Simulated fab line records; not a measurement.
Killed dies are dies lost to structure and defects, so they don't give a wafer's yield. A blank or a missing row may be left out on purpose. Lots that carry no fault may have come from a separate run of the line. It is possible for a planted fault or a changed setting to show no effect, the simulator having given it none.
A sampling plan put to the test    flow gf180mcu    9 faults told of in these records, all on one fab line, each judged by the records of the lots it struck
Plan = the line's own looks (route steps where a gauge or an inspection reads the wafer without altering it). A look can be judged if struck wafers have a number there and the file gives its usual mean and standard deviation on fault-free wafers. Caught: a look later than the fault's first step finds the struck wafers' mean 4 or more of those standard deviations (sigma) from the usual mean. On the tool: the test repeated on the tool's own readings taken at the fault's steps. Also counted as caught: the struck wafers showing another recipe, or a record that is empty for them alone.

## THE FAULTS, as the simulator had put them in
1. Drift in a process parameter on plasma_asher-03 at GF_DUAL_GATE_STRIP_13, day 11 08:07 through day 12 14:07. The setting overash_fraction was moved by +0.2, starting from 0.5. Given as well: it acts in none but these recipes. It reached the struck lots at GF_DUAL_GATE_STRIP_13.
2. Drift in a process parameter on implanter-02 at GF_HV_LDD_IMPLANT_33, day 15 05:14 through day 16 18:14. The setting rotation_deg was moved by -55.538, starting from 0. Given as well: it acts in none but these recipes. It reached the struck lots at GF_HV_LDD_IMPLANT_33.
3. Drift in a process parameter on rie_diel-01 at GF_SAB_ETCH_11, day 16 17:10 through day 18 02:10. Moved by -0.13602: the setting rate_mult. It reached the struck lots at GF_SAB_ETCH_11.
4. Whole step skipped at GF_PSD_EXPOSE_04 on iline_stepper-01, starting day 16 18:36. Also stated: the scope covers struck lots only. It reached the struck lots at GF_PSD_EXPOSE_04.
5. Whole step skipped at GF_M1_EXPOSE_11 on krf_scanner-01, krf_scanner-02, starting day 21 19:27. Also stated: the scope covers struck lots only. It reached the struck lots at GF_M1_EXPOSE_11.
6. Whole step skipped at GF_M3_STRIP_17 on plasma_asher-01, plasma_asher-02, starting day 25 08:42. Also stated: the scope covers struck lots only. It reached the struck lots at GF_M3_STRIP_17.
7. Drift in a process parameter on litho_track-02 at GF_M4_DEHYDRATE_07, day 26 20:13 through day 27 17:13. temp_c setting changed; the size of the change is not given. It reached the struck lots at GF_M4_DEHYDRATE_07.
8. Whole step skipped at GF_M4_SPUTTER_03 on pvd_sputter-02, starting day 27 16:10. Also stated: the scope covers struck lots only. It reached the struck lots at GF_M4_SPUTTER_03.
9. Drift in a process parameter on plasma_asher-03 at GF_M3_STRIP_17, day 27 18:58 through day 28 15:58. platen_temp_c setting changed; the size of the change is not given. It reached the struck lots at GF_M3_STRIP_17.

## WHAT THE PLAN SAW
fault  on the tool itself                                first look that catches it                    reading, sigma  median hours from its first step to that look  hours from the fault's start to the first struck lot there  judged looks passed uncaught
1      oes_product_au -10 sigma                          not the one look that can be judged after it  -               -                                              -                                                           1
2      rotation_deg -99 or beyond sigma                  not the one look that can be judged after it  -               -                                              -                                                           1
3      oes_product_au -9.1 sigma                         no look after it can be judged                -               -                                              -                                                           0
4      no reading that can be judged                     not the one look that can be judged after it  -               -                                              -                                                           1
5      no reading that can be judged                     no look after it can be judged                -               -                                              -                                                           0
6      the tool's record is blank for the struck wafers  no look after it can be judged                -               -                                              -                                                           0
7      heater_power_total_W +69 sigma                    not the one look that can be judged after it  -               -                                              -                                                           1
8      the tool's record is blank for the struck wafers  no look after it can be judged                -               -                                              -                                                           0
9      platen_temp_c -54 sigma                           not the one look that can be judged after it  -               -                                              -                                                           1
A dash: the fault is not caught, or the number is missing from these records.

Caught at a look: 0 of 9. Caught on the tool: 7 of 9. By one or the other: 7 of 9.
Caught on the tool alone: faults 1, 2, 3, 6, 7, 8, 9.
Caught by neither: faults 4, 5.
